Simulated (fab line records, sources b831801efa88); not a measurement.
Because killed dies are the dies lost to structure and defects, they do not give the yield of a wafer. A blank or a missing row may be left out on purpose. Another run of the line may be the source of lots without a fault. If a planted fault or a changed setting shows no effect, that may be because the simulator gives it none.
A struck lot beside a sound one | flow sfq line | 13 steps out of a route of 325
Sound: these wafers, L680.2, L680.4, L680.6. Wafers struck: L671.2, L671.5, L671.6. The cause is given at the end.
For every step that has rows: the tool of each side, followed by ch and its chambers, followed by its first start. Under that, the readings that differ: sound wafers | struck wafers | difference of the means | sigmas: that difference in standard deviations of wafers without a fault.
alike: words and numbers the same on both sides, and readings whose means are apart by under 2 such deviations; not compared: readings that were withheld, readings missing a value for some wafer, numbers with overlapping values and no deviation given by the record, and bounds like >300 which may hide the same value.
Wherever a step has rows on one side only, a row that says differs or no value, or a row with sigmas, the two part there. When numbers do not overlap yet have no deviation, they are printed without sigmas and do not part them. Lack of a reading on every wafer of one side parts them only where that side has two or more wafers.

first, 2 steps without rows for these wafers: SFQ_TRILAYER_I3_VIA_STRIP_SOLV_CLEAN_090 (cleans in NMP, time 600 s); SFQ_TRILAYER_M4_DEP_PRE_CLEAN_092 (time 22.5 s).
SFQ_TRILAYER_M4_DEP_SPUTTER_091: material Nb, target thk 200 nm, time 133.3 s.
  sound on pvd sputter-06 at day 51 03:40; struck on pvd sputter-03 at day 47 08:14
  alike: throttle valve pct
SFQ_M4_RS_MEAS_924: measures by four-point-probe.
  sound on film metro-03 at day 51 03:46; struck on film metro-02 at day 47 08:21
  alike: M4_NB_RS
then, 6 steps without rows for these wafers: SFQ_TRILAYER_M4_LITHO_COAT_098 (resist thk 62 nm); SFQ_TRILAYER_M4_LITHO_COAT_093 (resist thk 600 nm); SFQ_TRILAYER_M4_LITHO_SOFTBAKE_097; SFQ_TRILAYER_M4_LITHO_EXPOSE_094 (exposes mask M4, target cd 500 nm); SFQ_TRILAYER_M4_LITHO_PEB_096 (peb time 60 s); SFQ_TRILAYER_M4_LITHO_DEVELOP_095 (time 60 s).
SFQ_M4_OVL_MEAS_926:
  sound on overlay-02 at day 56 11:14; struck on overlay-02 at day 47 10:46
  alike: M4_OVL
SFQ_TRILAYER_M4_BARC_OPEN_METAL_ETCH_123: etches BARC in O2, target depth 125 nm, time 41.7 s.
  sound on rie metal-04 ch 0,1, day 56 11:16; struck on rie metal-03 ch 0,1, day 47 10:47
  reading    | sound             | struck            | difference | sigmas
  bias w (W) | 79.48 80.07 80.21 | 91.11 91.17 90.82 | +11.11     | +48
  alike: drypump motor current A, oes product au
  not compared: rf hours counter h
SFQ_TRILAYER_M4_ETCH_METAL_ETCH_096: etches Nb in Cl2/Ar, stops on SiO2, target depth 240 nm, time 120 s.
  sound on rie metal-04 ch 0,1, day 56 11:20; struck on rie metal-03 ch 0,1, day 47 10:51
  alike: bias w, drypump motor current A, oes product au
  not compared: rf hours counter h

## WHERE THEY PART
Only at SFQ_TRILAYER_M4_BARC_OPEN_METAL_ETCH_123, as far as this record shows. Later steps at which nothing parts them and some readings are alike: SFQ_TRILAYER_M4_ETCH_METAL_ETCH_096.

WHY: whatever the simulator had introduced
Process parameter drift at SFQ_TRILAYER_M4_BARC_OPEN_METAL_ETCH_123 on rie metal-03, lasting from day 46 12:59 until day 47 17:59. Setting bias w shifted by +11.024 from 80. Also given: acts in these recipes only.
